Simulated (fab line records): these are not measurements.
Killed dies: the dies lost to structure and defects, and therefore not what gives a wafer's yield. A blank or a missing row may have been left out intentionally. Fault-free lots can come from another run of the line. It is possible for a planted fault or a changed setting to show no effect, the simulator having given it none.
Matching of chambers | flow sky130 | 4 sister chambers for SKY_CONTACT_CMP_27 on cmp-02
The step polishes, stops on SiO2, t overpolish 15 s, target thk 0 nm. 4 wafers are shown with their chamber, then 6 later ones without.

EACH WAFER AND ITS CHAMBER
wafer  | chamber | motor_current_A (A)
L446.6 | 2       | 10.0
L455.2 | 0       | 12.6
L458.1 | 1       | 12.9
L458.4 | 3       | 9.4

WAFERS WHOSE CHAMBER IS MISSING
wafer  | motor_current_A (A)
L458.6 | 10.0
L461.2 | 14.2
L461.3 | 12.7
L461.5 | 13.1
L465.3 | 12.8
L465.5 | 9.1

THE CHAMBER EACH PASSED THROUGH
wafer  | from the rows above     | in truth
L458.6 | can't be placed: 2 or 3 | 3
L461.2 | can't be placed: 1 or 0 | 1
L461.3 | can't be placed: 0 or 1 | 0
L461.5 | can't be placed: 1 or 0 | 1
L465.3 | can't be placed: 1 or 0 | 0
L465.5 | can't be placed: 3 or 2 | 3
Correct placement for 0 of the 6. Unplaceable from these rows: 6, with the true chamber sitting among the candidates in 6. Wrongly placed: 0.
How it was worked out, from the rows above alone: a wafer's distance from a chamber is the root of the sum, over the readings, of the square of ((its reading less the chamber's mean) divided by the reading's scatter). The wafer belongs to the nearest chamber; if the next one is less than 2 further off, it can't be placed. The mean given for a chamber averages the wafers shown for that chamber. The scatter: with one shown wafer a chamber, the root of the mean of the squares of how far each hidden wafer lies from its nearest shown one.
